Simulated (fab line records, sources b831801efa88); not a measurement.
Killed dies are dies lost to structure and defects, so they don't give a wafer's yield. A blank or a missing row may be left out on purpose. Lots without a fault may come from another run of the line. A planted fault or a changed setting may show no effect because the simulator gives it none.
Split-lot experiment | flow sky130 | 5 lots, 23 wafers read, on a route of 708 steps

THE SPLIT
At SKY_VIA4_HDPCVD_00 (deposits SiO2, target thk 1750 nm, time 291.7 s), the setting time_s was moved away from the recipe's 291.7 s on 10 of the 23 wafers read, by -4.8% to +10.3%. The other wafers ran this setting at the recipe's value.

The file shows no step between the split and the reading.

THE READING
VIA4_HDPCVD_THK, in nm, at SKY_VIA4_THK_MEAS_01. Fault-free wafers of this fab line usually give 1748 nm, standard deviation 14 nm.

wafer  | tool, chamber at the split | time_s as run, s | against the recipe | VIA4_HDPCVD_THK, nm | against lot-mates on the recipe
L074.1 | hdpcvd-02, 1               | 291.7            | recipe             | 1736                | -
L074.2 | hdpcvd-02, 2               | 291.7            | recipe             | 1724                | -
L074.3 | hdpcvd-02, 0,1             | 306.8            | +5.2%              | 1822                | +90
L074.4 | hdpcvd-02, 0,1             | 306.8            | +5.2%              | 1807                | +75
L074.6 | hdpcvd-02, 2               | 291.7            | recipe             | 1735                | -
L076.2 | hdpcvd-01, 2               | 318              | +9.0%              | 1904                | +150
L076.3 | hdpcvd-01, 1               | 291.7            | recipe             | 1751                | -
L076.4 | hdpcvd-01, 1               | 318              | +9.0%              | 1910                | +156
L076.5 | hdpcvd-01, 0               | 318              | +9.0%              | 1931                | +178
L076.6 | hdpcvd-01, 2               | 291.7            | recipe             | 1756                | -
L078.1 | hdpcvd-01, 1,0             | 321.7            | +10.3%             | 1923                | +170
L078.2 | hdpcvd-01, 2               | 291.7            | recipe             | 1756                | -
L078.3 | hdpcvd-01, 0               | 291.7            | recipe             | 1750                | -
L078.4 | hdpcvd-01, 1,0             | 321.7            | +10.3%             | 1928                | +175
L078.6 | hdpcvd-01, 1               | 291.7            | recipe             | 1754                | -
L080.2 | hdpcvd-02, 0               | 291.7            | recipe             | 1758                | -
L080.4 | hdpcvd-02, 0               | 291.7            | recipe             | 1751                | -
L080.6 | hdpcvd-02, 1               | 291.7            | recipe             | 1781                | -
L084.1 | hdpcvd-01, 2               | 291.7            | recipe             | 1760                | -
L084.2 | hdpcvd-01, 0               | 291.7            | recipe             | 1737                | -
L084.3 | hdpcvd-01, 1               | 277.6            | -4.8%              | 1677                | -72
L084.4 | hdpcvd-01, 2               | 277.6            | -4.8%              | 1658                | -90
L084.6 | hdpcvd-01, 0               | 277.6            | -4.8%              | 1688                | -60
Where a row lists several chambers, the file gives one row for several wafers and doesn't say which wafer went through which chamber.

THE FIT
A straight line over all 23 wafers: VIA4_HDPCVD_THK changes by +17 nm for each +1% of time_s; r = +0.98; the points scatter about the line by 16 nm.
The same after taking each lot's own level away (the mean of its wafers on the recipe; 23 wafers): +16.9 nm for each +1%; r = +0.99; scatter 10 nm.
On that fit, the largest move of time_s shifts the reading by 1.7e+02 nm.
The lots' own levels span 1731.7 to 1763.3 nm, that is 2.3 times the standard deviation above.
So the lot-to-lot level changes the slope little: the two slopes agree.
Check: with one of the wafers moved furthest among these (+10.3%) left out of the fit, the line predicts +176 nm for it against its lot-mates. It came out at +170 nm against them.

OTHER SPLITS ON THESE WAFERS
These wafers also went through other splits before the reading. Each is held against what the fit with the lots' levels taken away leaves over:
other split on the same wafers       | wafers away from the commonest value | r with VIA4_HDPCVD_THK (lot level and that fit taken away)
SKY_CAPM_SPUTTER_02 power_w          | 11                                   | +0.02
SKY_METAL3_EXPOSE_10 dose_mj         | 9                                    | +0.19
SKY_METAL3_ETCH_16 bias_w            | 11                                   | -0.04
SKY_VIA3_CMP_02 leave_above_ref_nm   | 4                                    | +0.27
SKY_VIA3_SOFTBAKE_08 temp_c          | 11                                   | +0.33
SKY_VIA3_SPUTTER_20 time_s           | 6                                    | -0.14
SKY_METAL4_SPUTTER_00 time_s         | 7                                    | -0.28
SKY_METAL4_DEVELOP_12 develop_time_s | 9                                    | +0.06

THE WHOLE CHAIN: every reading that the file lists as answering this split, in the file's order
step                 | what it does                                    | reading                                                                        | change (the file's fit)              | r (the file's)
SKY_VIA4_HDPCVD_00   | deposits SiO2, target thk 1750 nm, time 291.7 s | SiO2_of_VIA4_HDPCVD_00.thk_nm (the simulator's own value, which no gauge read) | +18.1 nm for each +1% of the setting | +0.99
SKY_VIA4_THK_MEAS_01 |                                                 | VIA4_HDPCVD_THK                                                                | +16.9 for each +1% of the setting    | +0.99

THE FILE'S OWN FIT
VIA4_HDPCVD_THK changes by +16.9 nm for each +1% of time_s, r = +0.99.
